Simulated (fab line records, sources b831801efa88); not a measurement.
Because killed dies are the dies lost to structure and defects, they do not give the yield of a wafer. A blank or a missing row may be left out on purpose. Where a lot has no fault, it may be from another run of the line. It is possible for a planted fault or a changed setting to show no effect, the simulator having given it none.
The tool behind it: which one? / flow gf180mcu / 6 lots, 18 wafers sampled, at 4 steps of a route of 602

WHAT THE GAUGES READ, wafer by wafer
GF_PSD_RS_MEAS_14: the measuring method here is four-point-probe.
lot=L782; measured=day 15 12:50; on=film metro-04; NSD_RS (ohm/sq)=45.96 46.01 45.99
lot=L784; measured=day 16 06:24; on=film metro-01; NSD_RS (ohm/sq)=46.12 46.07 46.03
lot=L791; measured=day 18 22:44; on=film metro-01; NSD_RS (ohm/sq)=44.67 44.65 44.69
lot=L793; measured=day 19 16:32; on=film metro-03; NSD_RS (ohm/sq)=46.03 46.13 46.02
lot=L799; measured=day 21 16:50; on=film metro-01; NSD_RS (ohm/sq)=46.05 46.05 45.96
lot=L801; measured=day 22 10:47; on=film metro-01; NSD_RS (ohm/sq)=46.10 46.15 46.07

WHICH TOOL RAN EACH LOT (tool, then ch and the chambers of the sampled wafers, then the start)
lot=L782; GF_HV_LDD_RTA_52=rtp anneal-02 ch 0, day 13 14:30; GF_NSD_IMPLANT_09=implanter-01 ch 0, day 14 15:05; GF_NSD_STRIP_11=plasma asher-02 ch 0,1, day 14 15:23
lot=L784; GF_HV_LDD_RTA_52=rtp anneal-01 ch 0, day 14 07:34; GF_NSD_IMPLANT_09=implanter-03 ch 0, day 15 08:00; GF_NSD_STRIP_11=plasma asher-03 ch 0,1, day 15 08:18
lot=L791; GF_HV_LDD_RTA_52=rtp anneal-01 ch 0, day 16 18:49; GF_NSD_IMPLANT_09=implanter-03 ch 0, day 17 22:20; GF_NSD_STRIP_11=plasma asher-03 ch 0,1, day 17 22:38
lot=L793; GF_HV_LDD_RTA_52=rtp anneal-02 ch 0, day 17 13:01; GF_NSD_IMPLANT_09=implanter-01 ch 0, day 18 15:03; GF_NSD_STRIP_11=plasma asher-04 ch 0,1, day 18 15:21
lot=L799; GF_HV_LDD_RTA_52=rtp anneal-01 ch 0, day 19 14:01; GF_NSD_IMPLANT_09=implanter-03 ch 0, day 20 16:32; GF_NSD_STRIP_11=plasma asher-04 ch 0,1, day 20 16:50
lot=L801; GF_HV_LDD_RTA_52=rtp anneal-01 ch 0, day 20 08:37; GF_NSD_IMPLANT_09=implanter-01 ch 0, day 21 11:14; GF_NSD_STRIP_11=plasma asher-03 ch 0,1, day 21 11:32
- GF_HV_LDD_RTA_52: time 10 s.
- GF_NSD_IMPLANT_09
- GF_NSD_STRIP_11: strips in O2/N2.

THE ANSWER, worked out from the rows above alone
Rule: usual is defined by the lots themselves. Put in order of their means at a reading, lots are off if they are a third of the lots or fewer, leave a main group of 4 or more, and stand apart from it by a gap of 3 or more times the standard deviation of the main group's means; of several such gaps the widest counts. If all means in a main group match to the digits the tables above print for the reading, that group is not used. A lot without any number at a reading at which 4 lots or more have one is off too. Any other lot the step has rows for is counted as sound.
Off: L791, seen at GF_PSD_RS_MEAS_14 (NSD_RS). For the main group the mean is 46.05 ohm/sq and the standard deviation 0.042.
If a tool, at a process step before that reading, ran all the lots that are off and no sound lot after the first of them, it fits. Those tools and the gauges at GF_PSD_RS_MEAS_14 are tried in the same way. Of those tried, none fits.

WHAT HAD BEEN PUT IN BY THE SIMULATOR
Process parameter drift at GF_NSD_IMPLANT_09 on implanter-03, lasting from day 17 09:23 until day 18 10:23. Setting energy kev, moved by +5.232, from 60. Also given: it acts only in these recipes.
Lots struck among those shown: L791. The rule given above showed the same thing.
